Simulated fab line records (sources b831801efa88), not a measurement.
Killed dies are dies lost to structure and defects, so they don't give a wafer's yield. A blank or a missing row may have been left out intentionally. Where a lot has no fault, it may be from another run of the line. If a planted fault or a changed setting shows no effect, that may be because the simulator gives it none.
Which tool did it?    flow sky130    Sampling: 14 lots, 42 wafers, 3 of 708 route steps

WHAT THE GAUGES SHOWED, per wafer
SKY_METAL5_RS_MEAS_05: the measuring method here is four-point-probe.
lot   measured      on             METAL5_ALCU_RS (ohm/sq)
L298  day 42 17:37  film-metro-04  0.02699 0.02723 0.02717
L300  day 43 00:15  film-metro-01  0.02752 0.02788 0.02742
L299  day 43 10:30  film-metro-03  0.02742 0.02734 0.02735
L301  day 43 12:24  film-metro-03  0.02684 0.0273 0.02726
L310  day 47 21:29  film-metro-01  8.7899 8.793 8.7356
L311  day 47 22:27  film-metro-01  8.7042 8.5938 8.6359
L314  day 47 23:17  film-metro-04  0.02719 0.02731 0.02741
L312  day 48 00:47  film-metro-04  0.02753 0.02722 0.02735
L317  day 48 01:58  film-metro-01  0.02719 0.02718 0.02714
L315  day 48 02:17  film-metro-01  0.02715 0.02686 0.02705
L318  day 48 02:59  film-metro-01  0.0272 0.0272 0.02705
L319  day 48 03:28  film-metro-03  0.02731 0.02711 0.02706
L320  day 48 04:39  film-metro-01  0.02719 0.02704 0.02728
L321  day 48 07:04  film-metro-04  0.02737 0.02724 0.02747

SKY_METAL5_THK_MEAS_06: measures by xrf.
lot   measured      on             METAL5_ALCU_THK (nm)
L298  day 42 17:44  film-metro-04  1187 1176 1179
L300  day 43 00:21  film-metro-01  1156 1135 1153
L299  day 43 10:37  film-metro-03  1157 1159 1160
L301  day 43 12:31  film-metro-03  1188 1169 1167
L310  day 47 21:37  film-metro-01  <1 <1 <1
L311  day 47 22:33  film-metro-01  <1 <1 <1
L314  day 47 23:24  film-metro-04  1186 1183 1166
L312  day 48 00:54  film-metro-04  1158 1173 1170
L317  day 48 02:05  film-metro-01  1164 1165 1169
L315  day 48 02:24  film-metro-01  1170 1182 1175
L318  day 48 03:05  film-metro-01  1156 1158 1164
L319  day 48 03:35  film-metro-03  1158 1167 1165
L320  day 48 04:45  film-metro-01  1157 1167 1158
L321  day 48 07:11  film-metro-04  1171 1168 1158

TOOL THAT RAN EACH LOT (tool first, then ch and the chambers of the sampled wafers, then the start)
lot   SKY_METAL5_SPUTTER_02
L298  pvd-sputter-03, day 42 17:29
L300  pvd-sputter-03, day 43 00:05
L299  pvd-sputter-03, day 43 10:23
L301  pvd-sputter-02, day 43 12:17
L310  pvd-sputter-01, day 47 21:23
L311  pvd-sputter-02, day 47 22:17
L314  pvd-sputter-01, day 47 23:10
L312  pvd-sputter-01, day 48 00:40
L317  pvd-sputter-01, day 48 01:52
L315  pvd-sputter-01, day 48 02:10
L318  pvd-sputter-02, day 48 02:50
L319  pvd-sputter-02, day 48 03:21
L320  pvd-sputter-02, day 48 04:29
L321  pvd-sputter-02, day 48 06:56
- SKY_METAL5_SPUTTER_02: material AlCu, target thk 1150 nm, time 61.2 s.

WHAT THE TOOLS THEMSELVES READ (means of the sampled wafers that have a number; where no wafer has one, the mark that the record gives instead)
SKY_METAL5_SPUTTER_02.
lot   tool            cathode-dc-power-W (W)  chamber-pressure-pa (Pa)  throttle-valve-pct (%)
L298  pvd-sputter-03  10598                   0.4001                    30.1
L300  pvd-sputter-03  10602                   0.4001                    29.3
L299  pvd-sputter-03  10598                   0.3999                    30.4
L301  pvd-sputter-02  10600                   0.3988                    30.7
L310  pvd-sputter-01  -                       -                         -
L311  pvd-sputter-02  -                       -                         -
L314  pvd-sputter-01  10600                   0.3994                    30.1
L312  pvd-sputter-01  10599                   0.4000                    29.8
L317  pvd-sputter-01  10600                   0.4006                    29.8
L315  pvd-sputter-01  10599                   0.4004                    30.2
L318  pvd-sputter-02  10601                   0.3997                    30.5
L319  pvd-sputter-02  10600                   0.3989                    31.2
L320  pvd-sputter-02  10600                   0.3994                    31.1
L321  pvd-sputter-02  10599                   0.3998                    30.5

THE ANSWER, worked out from the rows above alone
Rule: the lots themselves supply what counts as usual. Put in order of their means at a reading, lots are off if they are a third of the lots or fewer, leave a main group of 4 or more, and stand apart from it by a gap of 3 or more times the standard deviation of the main group's means; of several such gaps the widest counts. A main group is skipped when, at the precision printed for the reading in the tables above, its means are all equal. Also off: a lot with no number at a reading for which 4 or more lots have one. Any other lot the step has rows for is counted as sound. First the gauges in route order, then the tools' own readings, where a lot's mean is used as printed above. The first step at which some lot is off is used, and at that step the reading that is off furthest; a lot without a number counts as furthest.
Off: L310, L311, seen at SKY_METAL5_RS_MEAS_05 (METAL5_ALCU_RS). Mean 0.02724 ohm/sq and standard deviation 0.00015 in the main group.
A tool fits if, at a process step before that reading, it ran every lot that is off, and no sound lot after the first of them. The gauges at SKY_METAL5_RS_MEAS_05 aren't tried: what is off there is off at SKY_METAL5_SPUTTER_02 too, on other tools, and a gauge's error can't cause that. Not one of the candidates tried fits.

WHAT THE SIMULATOR HAD INSERTED
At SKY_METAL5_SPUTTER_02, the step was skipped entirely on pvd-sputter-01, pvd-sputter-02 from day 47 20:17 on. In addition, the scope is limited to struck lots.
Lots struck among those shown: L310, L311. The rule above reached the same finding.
